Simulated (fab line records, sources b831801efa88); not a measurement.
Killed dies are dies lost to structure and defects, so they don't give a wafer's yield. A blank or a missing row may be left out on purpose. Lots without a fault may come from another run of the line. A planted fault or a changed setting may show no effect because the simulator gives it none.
One fault seen from 2 desks | flow gf180mcu | each desk has only its own numbers; what lay behind them comes last

THE METROLOGY DESK
What the gauges read, lot by lot, whatever tool the lot ran on: means of the sampled wafers that have a number. A lot is out of limits, marked OUT, if its mean lies more than 4 standard deviations from the usual mean; the brackets give that distance.
Columns: A = V2_CVD_00_THK at GF_V2_THK_MEAS_01, usual 601 nm; B = M3_ALCU_RS at GF_M3_RS_MEAS_05, usual 0.0691 ohm/sq
lot  | first seen here | A   | B
L552 | day 19 12:16    | 605 | 0.0686
L553 | day 19 21:02    | 601 | 0.0695
L554 | day 20 09:00    | 602 | 0.0697
L555 | day 20 12:14    | 605 | 0.0693
L556 | day 20 14:56    | 590 | 0.0694
L558 | day 21 06:32    | 596 | 0.0680
L561 | day 22 16:33    | 606 | 0.0701
L563 | day 23 09:07    | 603 | 0.0690
L571 | day 25 22:04    | 602 | 0.0698
L572 | day 26 04:37    | 606 | 0.0693
L573 | day 26 10:51    | 609 | 0.0692
L574 | day 26 20:43    | 593 | 0.0703
L575 | day 27 00:26    | 606 | 0.0683
This desk's finding: nothing out of limits on any of the 13 lots.

THE TOOL OWNER'S DESK: cmp-01
The tool's own readings at GF_V2_CMP_26 (polishes, stops on SiO2, t overpolish 15 s, target thk 0 nm): means of the sampled wafers that have a number, for each lot that ran on this tool. A lot is out of limits, marked OUT, if its mean lies more than 4 standard deviations from the usual mean; the brackets give that distance.
Columns: A = edge_zone_pressure_frac at GF_V2_CMP_26, usual 1.000; B = motor_current_A at GF_V2_CMP_26, usual 11.2 A; C = overpolish_run_s at GF_V2_CMP_26, usual 15.000 s; D = platen_rpm at GF_V2_CMP_26, usual 60.00 rpm; E = time_to_endpoint_s at GF_V2_CMP_26, usual 83 s
lot  | first seen here | A     | B    | C      | D                       | E
L555 | day 21 13:53    | 1.000 | 12.5 | 14.998 | 59.97                   | 82
L558 | day 22 08:00    | 0.999 | 11.2 | 14.998 | 59.98                   | 87
L561 | day 23 17:26    | 1.000 | 11.7 | 14.998 | 66.01 (+99 or more) OUT | 75
L563 | day 24 08:42    | 1.006 | 10.3 | 15.005 | 65.96 (+99 or more) OUT | 76
L572 | day 27 02:39    | 0.999 | 10.8 | 15.000 | 60.00                   | 80
L573 | day 27 09:47    | 0.998 | 10.0 | 15.005 | 60.00                   | 83
L574 | day 27 19:06    | 1.003 | 11.1 | 15.010 | 60.03                   | 84
L575 | day 27 21:58    | 1.000 | 11.2 | 15.002 | 60.01                   | 81
This desk's finding: out of limits on L561, L563; first on L561, day 23 17:26 (platen_rpm at GF_V2_CMP_26). In limits: L555, L558, L572, L573, L574, L575.

PUT TOGETHER
The tool owner's desk could have raised an alarm at day 23 17:26, on L561, L563.
The metrology desk saw nothing out of limits.
The metrology desk has L561, L563 on record, within its limits.
Of the lots named, all ran GF_V2_CMP_26 on cmp-01.

WHAT THE SIMULATOR HAD PUT IN
Process parameter drift: cmp-01, from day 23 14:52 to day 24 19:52, at GF_V2_CMP_26. Setting platen_rpm, moved by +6, from 60. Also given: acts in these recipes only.
Lots struck among those shown: L561, L563.
Hours from the fault's start to each desk's first reading out of limits: the tool owner's desk, 3.
